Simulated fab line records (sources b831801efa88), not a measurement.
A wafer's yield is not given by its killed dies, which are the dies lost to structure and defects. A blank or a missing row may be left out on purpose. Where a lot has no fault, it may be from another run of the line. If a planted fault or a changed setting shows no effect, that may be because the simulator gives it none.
Matching of chambers / flow gf180mcu / 4 sister chambers for GF_V5_CMP_26 on cmp-02
The step polishes, stops on SiO2, t overpolish 15 s, target thk 0 nm. 16 wafers are shown with their chamber, then 8 later ones without.

WAFERS WITH THEIR CHAMBER
wafer=L714.1; chamber=0; motor_current_A (A)=11.2; time_to_endpoint_s (s)=77; overpolish_run_s (s)=15.010
wafer=L714.2; chamber=3; motor_current_A (A)=9.4; time_to_endpoint_s (s)=78; overpolish_run_s (s)=15.005
wafer=L714.3; chamber=2; motor_current_A (A)=11.9; time_to_endpoint_s (s)=86; overpolish_run_s (s)=14.993
wafer=L730.2; chamber=2; motor_current_A (A)=11.9; time_to_endpoint_s (s)=81; overpolish_run_s (s)=14.999
wafer=L730.4; chamber=0; motor_current_A (A)=10.8; time_to_endpoint_s (s)=78; overpolish_run_s (s)=15.008
wafer=L730.6; chamber=3; motor_current_A (A)=9.6; time_to_endpoint_s (s)=77; overpolish_run_s (s)=14.990
wafer=L731.1; chamber=1; motor_current_A (A)=15.2; time_to_endpoint_s (s)=87; overpolish_run_s (s)=14.996
wafer=L731.2; chamber=0; motor_current_A (A)=11.2; time_to_endpoint_s (s)=79; overpolish_run_s (s)=15.003
wafer=L731.3; chamber=2; motor_current_A (A)=11.3; time_to_endpoint_s (s)=89; overpolish_run_s (s)=14.996
wafer=L732.2; chamber=3; motor_current_A (A)=9.4; time_to_endpoint_s (s)=78; overpolish_run_s (s)=14.998
wafer=L732.4; chamber=0; motor_current_A (A)=11.5; time_to_endpoint_s (s)=74; overpolish_run_s (s)=14.994
wafer=L732.6; chamber=0; motor_current_A (A)=11.8; time_to_endpoint_s (s)=77; overpolish_run_s (s)=15.001
wafer=L734.2; chamber=2; motor_current_A (A)=11.4; time_to_endpoint_s (s)=83; overpolish_run_s (s)=14.993
wafer=L734.4; chamber=3; motor_current_A (A)=9.0; time_to_endpoint_s (s)=84; overpolish_run_s (s)=14.985
wafer=L734.5; chamber=3; motor_current_A (A)=9.7; time_to_endpoint_s (s)=84; overpolish_run_s (s)=14.998
wafer=L735.1; chamber=2; motor_current_A (A)=11.2; time_to_endpoint_s (s)=85; overpolish_run_s (s)=14.987

SIGNATURES, as means of the wafers listed above
reading=motor_current_A; chamber 0=11.300; chamber 1=15.200; chamber 2=11.540; chamber 3=9.420; scatter within a chamber=0.329
reading=time_to_endpoint_s; chamber 0=77.00; chamber 1=87.00; chamber 2=84.80; chamber 3=80.20; scatter within a chamber=2.88
reading=overpolish_run_s; chamber 0=15.00320; chamber 1=14.99600; chamber 2=14.99360; chamber 3=14.99520; scatter within a chamber=0.00633
Rule: for a wafer and a chamber, the distance is found by dividing, reading by reading, the gap between the wafer's reading and the chamber's mean by the reading's scatter, squaring, summing and taking the root. The wafer belongs to the nearest chamber; if the next one is less than 2 further off, it can't be placed. The scatter: take each reading less its chamber's mean, square it, sum over the shown wafers, divide by the number of wafers less the number of chambers, and take the root.

WAFERS MISSING THEIR CHAMBER
wafer=L735.3; motor_current_A (A)=14.9; time_to_endpoint_s (s)=80; overpolish_run_s (s)=15.000
wafer=L735.6; motor_current_A (A)=11.6; time_to_endpoint_s (s)=81; overpolish_run_s (s)=15.002
wafer=L736.1; motor_current_A (A)=11.5; time_to_endpoint_s (s)=87; overpolish_run_s (s)=15.011
wafer=L736.2; motor_current_A (A)=9.8; time_to_endpoint_s (s)=78; overpolish_run_s (s)=14.999
wafer=L736.4; motor_current_A (A)=15.0; time_to_endpoint_s (s)=83; overpolish_run_s (s)=15.003
wafer=L737.1; motor_current_A (A)=12.0; time_to_endpoint_s (s)=81; overpolish_run_s (s)=15.004
wafer=L737.2; motor_current_A (A)=9.4; time_to_endpoint_s (s)=79; overpolish_run_s (s)=14.991
wafer=L737.6; motor_current_A (A)=12.1; time_to_endpoint_s (s)=81; overpolish_run_s (s)=14.985

CHAMBER TAKEN BY EACH
wafer=L735.3; from the rows above=1; in truth=1
wafer=L735.6; from the rows above=can't be placed: 0 or 2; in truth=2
wafer=L736.1; from the rows above=can't be placed: 2 or 0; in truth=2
wafer=L736.2; from the rows above=3; in truth=3
wafer=L736.4; from the rows above=1; in truth=1
wafer=L737.1; from the rows above=can't be placed: 2 or 0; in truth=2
wafer=L737.2; from the rows above=3; in truth=3
wafer=L737.6; from the rows above=can't be placed: 2 or 0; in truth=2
4 of 8 placed correctly. Cannot be placed on the basis of these rows: 4; the candidates contain the true chamber in 4. Placed wrongly: 0.
